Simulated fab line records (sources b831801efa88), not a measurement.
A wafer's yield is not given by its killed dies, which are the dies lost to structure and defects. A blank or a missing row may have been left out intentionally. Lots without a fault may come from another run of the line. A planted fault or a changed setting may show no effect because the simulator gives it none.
Which tool did it? | flow sky130 | 36 wafers sampled from 12 lots at 1 step of a route of 708

## WHAT EACH GAUGE READ, for each wafer
SKY_CONTACT_THK_MEAS_01.
lot  | measured     | on           | CONTACT_CVD_00_THK (nm)
L075 | day 30 11:14 | filmMetro-01 | 74.2 75.2 75.7
L078 | day 31 21:53 | filmMetro-02 | 75.4 75.6 76.7
L079 | day 32 00:25 | filmMetro-01 | 74.1 73.5 75.5
L081 | day 33 05:02 | filmMetro-03 | 74.9 75.2 76.2
L083 | day 33 09:12 | filmMetro-03 | 73.5 76.4 75.2
L085 | day 33 22:49 | filmMetro-01 | 74.0 73.5 75.4
L087 | day 34 17:06 | filmMetro-03 | 73.4 75.7 74.7
L089 | day 35 08:51 | filmMetro-03 | 74.4 74.8 74.3
L091 | day 36 01:31 | filmMetro-01 | 74.3 74.0 75.5
L093 | day 36 21:16 | filmMetro-02 | 74.0 74.3 75.2
L095 | day 37 05:40 | filmMetro-03 | 73.9 75.0 75.4
L096 | day 38 20:01 | filmMetro-03 | 76.3 76.5 75.2

## WHAT TOOL EACH LOT RAN ON (gives the tool, then ch and the chambers of the sampled wafers, and finally the start)
Record: no process step prior to these readings.

## THE ANSWER, worked out from the rows above alone
Rule: the usual values come from the lots themselves. The widest of any qualifying gaps counts: lots, ordered by their means at a reading, are off when they make up no more than a third of the lots, leave a main group of 4 or more, and stand apart from it by 3 or more times the standard deviation of that group's means. A main group whose means are all the same, to the digits that the tables above print for the reading, isn't used. A lot without any number at a reading at which 4 lots or more have one is off too. The other lots that the step has rows for count as sound.
None of the lots is off at any reading shown; this tells nothing.

## WHAT THE SIMULATOR PUT IN
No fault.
